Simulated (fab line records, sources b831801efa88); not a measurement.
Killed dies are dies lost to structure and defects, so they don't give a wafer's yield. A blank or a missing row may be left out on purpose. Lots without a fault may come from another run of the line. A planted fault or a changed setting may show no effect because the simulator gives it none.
Problem report in the 8D (eight disciplines) form, filled by code | flow gf180mcu | the parts of the form that need people (team, actions taken, sign-off) are left out

1. THE PROBLEM
MIM_CVD_05_THK at GF_MIM_THK_MEAS_06 reads a mean of 58.1 nm on 1 wafer of 1 lot; wafers without a fault read 42.0 nm with a standard deviation of 0.55. That is +29 standard deviations from the usual mean.
First seen on wafer L518.3, day 29 14:02, on film_metro-04. The record holds 39 wafers of 13 lots with a number at this step. Rule for "out", or "out of limits": more than 4 standard deviations from the usual mean. The other wafers with a number count as sound.

2. WHAT IT IS AND WHAT IT IS NOT
question                    | is                | is not
which readings at this step | MIM_CVD_05_THK    | -
which lots                  | L518              | L503, L504, L505, L506, L507, L509, L510, L511, L513, L514, L523, L524
which wafers of those lots  | L518.3            | L518.1, L518.5
read on which gauges        | film_metro-04     | film_metro-01, film_metro-03
when                        | from day 29 14:02 | up to then (32 sound wafers); but 6 sound wafers of L523, L524 came after

3. SUSPECTS, AND WHAT RULES EACH OUT
Counting: a tool at a process step up to the reading stays a suspect if it ran every lot that is out. Sound lots after the first of them don't rule it out here, since some wafers of a struck lot are sound.
- the gauge at GF_MIM_THK_MEAS_06: kept. All the wafers that are out were read on film_metro-04, and no step on other tools shows them out.
- rie_metal-01 at GF_M4_METAL_ETCH_16 (etches the open film in Cl2/BCl3, stops on SiO2, target depth 627.5 nm, time 104.6 s): kept. It ran the lot that is out, L518 (day 28 16:15); its last sound lot up to then is L510 (day 26 19:35).
- cvd_w-01 at GF_V4_CVD_23 (deposits W, target thk 350 nm, time 104.9 s): kept. It ran the lot that is out, L518 (day 29 13:11); its last sound lot up to then is L514 (day 28 11:53).
- pecvd-01 at GF_MIM_CVD_05 (deposits Si3N4, target thk 42 nm, time 29.086 s): kept. It ran the lot that is out, L518 (day 29 14:00); its last sound lot up to then is L514 (day 28 12:42).
- Within pecvd-01 at GF_MIM_CVD_05: the wafers that are out ran in chamber 0; their sound lot-mates ran in chambers 1, 2.
Left after counting: rie_metal-01 at GF_M4_METAL_ETCH_16, cvd_w-01 at GF_V4_CVD_23, pecvd-01 at GF_MIM_CVD_05, film_metro-04 at GF_MIM_THK_MEAS_06.

4. THE CAUSE (what the simulator had put in)
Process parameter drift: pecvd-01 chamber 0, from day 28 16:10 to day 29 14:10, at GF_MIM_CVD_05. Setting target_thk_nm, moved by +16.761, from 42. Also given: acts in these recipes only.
Counting left 4 suspects, and this tool is among them.

5. THE CHAIN OF EFFECTS, in route order
Each row: a reading whose mean over the struck wafers that have a number lies more than 3 standard deviations from the usual. Only readings for which the record gives a usual standard deviation are gone through. hours: the time from each lot's start at the first step in this table that gives one to its start at this step, as a median over the lots. sigmas: the change in usual standard deviations.
hours | step               | reading        | usual   | on struck wafers | change | sigmas
0     | GF_MIM_THK_MEAS_06 | MIM_CVD_05_THK | 42.0 nm | 58.1             | +16.1  | +29

6. WHAT WOULD HAVE CAUGHT IT SOONER
In this record the first reading out of limits at a measuring or inspecting step was taken at day 29 14:02, 22 hours after the fault began at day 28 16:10.
Of the tool readings at GF_MIM_CVD_05 for which the record gives a usual standard deviation, none was out on any struck wafer, so an alarm limit of 4 standard deviations on them would not have fired.
All the lots that are out (1) had begun GF_MIM_CVD_05 on pecvd-01 by day 29 14:02. A hold on the tool at that time would have spared none of them.
